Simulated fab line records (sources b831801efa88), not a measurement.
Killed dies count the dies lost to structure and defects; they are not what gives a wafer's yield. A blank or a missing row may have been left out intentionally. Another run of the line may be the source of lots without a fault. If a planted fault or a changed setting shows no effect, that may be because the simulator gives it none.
The tool behind it: which one? || flow gf180mcu || 72 wafers from 24 lots sampled at 3 of the route's 602 steps

## WHAT EACH GAUGE READ, for each wafer
GF_V3_THK_MEAS_25: measures by xrf. Usual: V3_W_THK typically reads 342 nm, with standard deviation 5.
{"lot": "L074", "measured": "day 22 15:16", "on": "film metro-01", "V3_W_THK (nm)": "340 339 341", "flag": ""}
{"lot": "L075", "measured": "day 23 07:59", "on": "film metro-02", "V3_W_THK (nm)": "343 345 339", "flag": ""}
{"lot": "L076", "measured": "day 23 13:29", "on": "film metro-02", "V3_W_THK (nm)": "343 339 338", "flag": ""}
{"lot": "L077", "measured": "day 23 23:11", "on": "film metro-02", "V3_W_THK (nm)": "341 340 337", "flag": ""}
{"lot": "L078", "measured": "day 24 05:53", "on": "film metro-01", "V3_W_THK (nm)": "342 340 346", "flag": ""}
{"lot": "L079", "measured": "day 24 18:56", "on": "film metro-04", "V3_W_THK (nm)": "333 335 333", "flag": ""}
{"lot": "L080", "measured": "day 24 22:13", "on": "film metro-01", "V3_W_THK (nm)": "340 345 342", "flag": ""}
{"lot": "L081", "measured": "day 25 17:32", "on": "film metro-01", "V3_W_THK (nm)": "343 332 335", "flag": ""}
{"lot": "L082", "measured": "day 25 23:37", "on": "film metro-01", "V3_W_THK (nm)": "344 345 345", "flag": ""}
{"lot": "L083", "measured": "day 26 00:58", "on": "film metro-02", "V3_W_THK (nm)": "340 343 342", "flag": ""}
{"lot": "L084", "measured": "day 26 11:38", "on": "film metro-02", "V3_W_THK (nm)": "342 342 343", "flag": ""}
{"lot": "L085", "measured": "day 26 13:45", "on": "film metro-01", "V3_W_THK (nm)": "338 341 340", "flag": ""}
{"lot": "L086", "measured": "day 27 01:10", "on": "film metro-02", "V3_W_THK (nm)": "345 340 342", "flag": ""}
{"lot": "L087", "measured": "day 27 10:44", "on": "film metro-02", "V3_W_THK (nm)": "345 344 346", "flag": ""}
{"lot": "L088", "measured": "day 27 20:11", "on": "film metro-01", "V3_W_THK (nm)": "339 338 339", "flag": ""}
{"lot": "L089", "measured": "day 27 21:47", "on": "film metro-04", "V3_W_THK (nm)": "335 329 331", "flag": ""}
{"lot": "L090", "measured": "day 28 05:42", "on": "film metro-01", "V3_W_THK (nm)": "350 345 349", "flag": ""}
{"lot": "L091", "measured": "day 28 10:37", "on": "film metro-04", "V3_W_THK (nm)": "331 337 330", "flag": ""}
{"lot": "L092", "measured": "day 28 21:47", "on": "film metro-01", "V3_W_THK (nm)": "344 347 347", "flag": ""}
{"lot": "L093", "measured": "day 29 00:46", "on": "film metro-02", "V3_W_THK (nm)": "347 348 347", "flag": ""}
{"lot": "L094", "measured": "day 29 06:32", "on": "film metro-01", "V3_W_THK (nm)": "343 341 343", "flag": ""}
{"lot": "L095", "measured": "day 29 16:54", "on": "film metro-01", "V3_W_THK (nm)": "341 338 337", "flag": ""}
{"lot": "L096", "measured": "day 29 19:29", "on": "film metro-02", "V3_W_THK (nm)": "347 348 351", "flag": ""}
{"lot": "L097", "measured": "day 30 00:22", "on": "film metro-02", "V3_W_THK (nm)": "341 343 347", "flag": ""}

## WHICH TOOL RAN EACH LOT (tool, then ch and the chambers of the sampled wafers, then the start)
{"lot": "L074", "GF_V3_CVD_02": "pecvd-04 ch 0,1,2, day 21 13:53", "GF_V3_CVD_23": "cvd w-01 ch 0,1, day 22 15:02"}
{"lot": "L075", "GF_V3_CVD_02": "pecvd-04 ch 1,2, day 22 06:59", "GF_V3_CVD_23": "cvd w-01 ch 0,1, day 23 07:44"}
{"lot": "L076", "GF_V3_CVD_02": "pecvd-04 ch 0,1,2, day 22 12:29", "GF_V3_CVD_23": "cvd w-02 ch 0,1, day 23 13:14"}
{"lot": "L077", "GF_V3_CVD_02": "pecvd-02 ch 0,1,2, day 22 22:43", "GF_V3_CVD_23": "cvd w-01 ch 0,1, day 23 22:57"}
{"lot": "L078", "GF_V3_CVD_02": "pecvd-01 ch 1,2, day 23 05:23", "GF_V3_CVD_23": "cvd w-02 ch 0,1, day 24 05:39"}
{"lot": "L079", "GF_V3_CVD_02": "pecvd-01 ch 0,1,2, day 23 19:11", "GF_V3_CVD_23": "cvd w-01 ch 0,1, day 24 18:43"}
{"lot": "L080", "GF_V3_CVD_02": "pecvd-01 ch 0,1,2, day 23 21:58", "GF_V3_CVD_23": "cvd w-01 ch 0,1, day 24 21:59"}
{"lot": "L081", "GF_V3_CVD_02": "pecvd-04 ch 0,1,2, day 24 18:37", "GF_V3_CVD_23": "cvd w-01 ch 0,1, day 25 17:17"}
{"lot": "L082", "GF_V3_CVD_02": "pecvd-01 ch 0,1,2, day 25 00:22", "GF_V3_CVD_23": "cvd w-02 ch 0,1, day 25 23:23"}
{"lot": "L083", "GF_V3_CVD_02": "pecvd-02 ch 0,1,2, day 25 02:44", "GF_V3_CVD_23": "cvd w-02 ch 0,1, day 26 00:44"}
{"lot": "L084", "GF_V3_CVD_02": "pecvd-04 ch 0,1,2, day 25 12:46", "GF_V3_CVD_23": "cvd w-01 ch 0,1, day 26 11:25"}
{"lot": "L085", "GF_V3_CVD_02": "pecvd-01 ch 0,1,2, day 25 14:19", "GF_V3_CVD_23": "cvd w-01 ch 0,1, day 26 13:32"}
{"lot": "L086", "GF_V3_CVD_02": "pecvd-01 ch 0,1, day 26 02:35", "GF_V3_CVD_23": "cvd w-01 ch 0,1, day 27 00:56"}
{"lot": "L087", "GF_V3_CVD_02": "pecvd-04 ch 0,1,2, day 26 11:56", "GF_V3_CVD_23": "cvd w-01 ch 0,1, day 27 10:30"}
{"lot": "L088", "GF_V3_CVD_02": "pecvd-04 ch 0,1,2, day 26 19:08", "GF_V3_CVD_23": "cvd w-01 ch 0,1, day 27 19:57"}
{"lot": "L089", "GF_V3_CVD_02": "pecvd-04 ch 0,1,2, day 26 23:28", "GF_V3_CVD_23": "cvd w-01 ch 0,1, day 27 21:34"}
{"lot": "L090", "GF_V3_CVD_02": "pecvd-04 ch 1,2, day 27 07:53", "GF_V3_CVD_23": "cvd w-02 ch 0,1, day 28 05:28"}
{"lot": "L091", "GF_V3_CVD_02": "pecvd-04 ch 0,2, day 27 13:04", "GF_V3_CVD_23": "cvd w-02 ch 0,1, day 28 10:22"}
{"lot": "L092", "GF_V3_CVD_02": "pecvd-01 ch 1,2, day 27 23:46", "GF_V3_CVD_23": "cvd w-02 ch 0,1, day 28 21:32"}
{"lot": "L093", "GF_V3_CVD_02": "pecvd-01 ch 0,1,2, day 28 03:50", "GF_V3_CVD_23": "cvd w-01 ch 0,1, day 29 00:32"}
{"lot": "L094", "GF_V3_CVD_02": "pecvd-02 ch 0,1,2, day 28 09:46", "GF_V3_CVD_23": "cvd w-01 ch 0,1, day 29 06:17"}
{"lot": "L095", "GF_V3_CVD_02": "pecvd-01 ch 0,1, day 28 20:14", "GF_V3_CVD_23": "cvd w-02 ch 1, day 29 16:40"}
{"lot": "L096", "GF_V3_CVD_02": "pecvd-01 ch 0,1,2, day 28 22:47", "GF_V3_CVD_23": "cvd w-02 ch 0,1, day 29 19:15"}
{"lot": "L097", "GF_V3_CVD_02": "pecvd-01 ch 0,1, day 29 03:38", "GF_V3_CVD_23": "cvd w-02 ch 0,1, day 30 00:08"}
- GF_V3_CVD_02: deposits SiO2 from TEOS, target thk 850 nm, time 94.851 s.
- GF_V3_CVD_23: deposits W, target thk 350 nm, time 104.9 s.

## AS READ BY THE TOOLS THEMSELVES (means over the sampled wafers that have a number; for cases with no such wafer, the mark the record gives instead)
GF_V3_CVD_02. Usual: heater power w 624 W, standard deviation 95.
{"lot": "L074", "tool": "pecvd-04", "heater power w (W)": 585, "flag": ""}
{"lot": "L075", "tool": "pecvd-04", "heater power w (W)": 571, "flag": ""}
{"lot": "L076", "tool": "pecvd-04", "heater power w (W)": 599, "flag": ""}
{"lot": "L077", "tool": "pecvd-02", "heater power w (W)": 780, "flag": ""}
{"lot": "L078", "tool": "pecvd-01", "heater power w (W)": 672, "flag": ""}
{"lot": "L079", "tool": "pecvd-01", "heater power w (W)": 555, "flag": ""}
{"lot": "L080", "tool": "pecvd-01", "heater power w (W)": 633, "flag": ""}
{"lot": "L081", "tool": "pecvd-04", "heater power w (W)": 624, "flag": ""}
{"lot": "L082", "tool": "pecvd-01", "heater power w (W)": 610, "flag": ""}
{"lot": "L083", "tool": "pecvd-02", "heater power w (W)": 712, "flag": ""}
{"lot": "L084", "tool": "pecvd-04", "heater power w (W)": 645, "flag": ""}
{"lot": "L085", "tool": "pecvd-01", "heater power w (W)": 578, "flag": ""}
{"lot": "L086", "tool": "pecvd-01", "heater power w (W)": 533, "flag": ""}
{"lot": "L087", "tool": "pecvd-04", "heater power w (W)": 657, "flag": ""}
{"lot": "L088", "tool": "pecvd-04", "heater power w (W)": 605, "flag": ""}
{"lot": "L089", "tool": "pecvd-04", "heater power w (W)": 602, "flag": ""}
{"lot": "L090", "tool": "pecvd-04", "heater power w (W)": 635, "flag": ""}
{"lot": "L091", "tool": "pecvd-04", "heater power w (W)": 659, "flag": ""}
{"lot": "L092", "tool": "pecvd-01", "heater power w (W)": 609, "flag": ""}
{"lot": "L093", "tool": "pecvd-01", "heater power w (W)": 553, "flag": ""}
{"lot": "L094", "tool": "pecvd-02", "heater power w (W)": 731, "flag": ""}
{"lot": "L095", "tool": "pecvd-01", "heater power w (W)": 610, "flag": ""}
{"lot": "L096", "tool": "pecvd-01", "heater power w (W)": 605, "flag": ""}
{"lot": "L097", "tool": "pecvd-01", "heater power w (W)": 557, "flag": ""}

GF_V3_CVD_23. Usual: heater power w 881 W, standard deviation 92.
{"lot": "L074", "tool": "cvd w-01", "heater power w (W)": 806, "flag": ""}
{"lot": "L075", "tool": "cvd w-01", "heater power w (W)": 831, "flag": ""}
{"lot": "L076", "tool": "cvd w-02", "heater power w (W)": 906, "flag": ""}
{"lot": "L077", "tool": "cvd w-01", "heater power w (W)": 858, "flag": ""}
{"lot": "L078", "tool": "cvd w-02", "heater power w (W)": 893, "flag": ""}
{"lot": "L079", "tool": "cvd w-01", "heater power w (W)": 817, "flag": ""}
{"lot": "L080", "tool": "cvd w-01", "heater power w (W)": 828, "flag": ""}
{"lot": "L081", "tool": "cvd w-01", "heater power w (W)": 828, "flag": ""}
{"lot": "L082", "tool": "cvd w-02", "heater power w (W)": 913, "flag": ""}
{"lot": "L083", "tool": "cvd w-02", "heater power w (W)": 984, "flag": ""}
{"lot": "L084", "tool": "cvd w-01", "heater power w (W)": 829, "flag": ""}
{"lot": "L085", "tool": "cvd w-01", "heater power w (W)": 859, "flag": ""}
{"lot": "L086", "tool": "cvd w-01", "heater power w (W)": 852, "flag": ""}
{"lot": "L087", "tool": "cvd w-01", "heater power w (W)": 823, "flag": ""}
{"lot": "L088", "tool": "cvd w-01", "heater power w (W)": 854, "flag": ""}
{"lot": "L089", "tool": "cvd w-01", "heater power w (W)": 827, "flag": ""}
{"lot": "L090", "tool": "cvd w-02", "heater power w (W)": 988, "flag": ""}
{"lot": "L091", "tool": "cvd w-02", "heater power w (W)": 983, "flag": ""}
{"lot": "L092", "tool": "cvd w-02", "heater power w (W)": 973, "flag": ""}
{"lot": "L093", "tool": "cvd w-01", "heater power w (W)": 825, "flag": ""}
{"lot": "L094", "tool": "cvd w-01", "heater power w (W)": 817, "flag": ""}
{"lot": "L095", "tool": "cvd w-02", "heater power w (W)": 1041, "flag": ""}
{"lot": "L096", "tool": "cvd w-02", "heater power w (W)": 991, "flag": ""}
{"lot": "L097", "tool": "cvd w-02", "heater power w (W)": 903, "flag": ""}

## THE ANSWER, worked out from the rows above alone
Rule: lot off if the mean of its wafers having a number is beyond 3 standard deviations from the usual mean. Also off: a lot with no number at a reading for which 4 or more lots have one. Where the step has rows for the other lots, those lots are counted as sound. First the gauges in route order, then the tools' own readings, where a lot's mean is used as printed above. At the first step where some lot is off, the reading lying furthest off is the one used; lots without a number count as furthest.
Across all readings shown, no lot is off: no conclusion can be drawn from this.

## WHAT WAS PUT IN BY THE SIMULATOR
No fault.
